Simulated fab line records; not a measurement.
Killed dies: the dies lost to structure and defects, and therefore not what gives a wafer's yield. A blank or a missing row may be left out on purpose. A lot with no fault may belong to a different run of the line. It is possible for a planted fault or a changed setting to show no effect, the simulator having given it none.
The same fault as seen by 2 desks | flow sky130 | every desk sees just its own numbers, and what lay behind them comes last

== DESK OF THE TOOL OWNER: pvd-sputter-01 ==
The tool's own readings at SKY_METAL2_SPUTTER_02 (material AlCu, target thk 250 nm, time 13.3 s): means of the sampled wafers that have a number, for each lot that ran on this tool. A lot is out of limits, marked OUT, if its mean lies more than 4 standard deviations from the usual mean; the brackets give that distance.
Columns: A = chamber-pressure-pa at SKY_METAL2_SPUTTER_02, usual 0.4000 Pa; B = throttle-valve-pct at SKY_METAL2_SPUTTER_02, usual 30.1 %
lot  | first seen here | A      | B
L325 | day 35 11:02    | 0.3997 | 30.2
L330 | day 36 19:26    | 0.4002 | 29.8
L331 | day 36 22:50    | 0.4002 | 30.2
L335 | day 38 01:46    | 0.4000 | 28.8
L340 | day 39 12:13    | 0.3992 | 30.3
Finding of this desk: none of the 5 lots has anything out of limits.

== THE METROLOGY DESK ==
What the gauges read for every lot (on any tool): the sampled wafers with a number, averaged. A lot is out of limits, marked OUT, if its mean lies more than 4 standard deviations from the usual mean; the brackets give that distance.
Columns: A = METAL2_ALCU_RS at SKY_METAL2_RS_MEAS_05, usual 0.1264 ohm/sq; B = METAL2_ALCU_THK at SKY_METAL2_THK_MEAS_06, usual 254 nm; C = METAL2_OVL at SKY_METAL2_OVL_MEAS_16, usual -7 nm
lot  | first seen here | A                 | B              | C
L326 | day 35 10:01    | 0.1285            | 252            | -14
L325 | day 35 11:08    | 0.1272            | 253            | -9
L329 | day 36 07:59    | 0.1254            | 255            | -13
L330 | day 36 19:34    | 0.1279            | 250            | -5
L331 | day 36 22:55    | 0.1273            | 252            | -4
L333 | day 37 10:58    | 0.1235            | 260            | -4
L335 | day 38 01:51    | 0.1285            | 249            | -12
L340 | day 39 12:19    | 0.1408 (+8.5) OUT | 232 (-6.2) OUT | -7
L348 | day 41 19:43    | 0.1227            | 263            | -7
This desk's result: L340 out of limits, first on L340 (METAL2_ALCU_RS at SKY_METAL2_RS_MEAS_05), day 39 12:19. In limits: L326, L325, L329, L330, L331, L333, L335, L348.

== ALL TOGETHER ==
On L340, the metrology desk was in a position to raise an alarm at day 39 12:19.
Nothing out of limits was seen by the tool owner's desk.
Tool owner's desk: L340 on record, inside its limits.
All the named lots went through SKY_METAL2_SPUTTER_02 on pvd-sputter-01.

== WHAT THE SIMULATOR HAD PUT IN ==
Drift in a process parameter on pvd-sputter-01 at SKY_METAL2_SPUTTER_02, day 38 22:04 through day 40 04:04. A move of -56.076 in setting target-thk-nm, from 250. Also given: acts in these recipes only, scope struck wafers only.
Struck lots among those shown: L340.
Time in hours between the start of the fault and the first out-of-limits reading at each desk: metrology desk, 14.
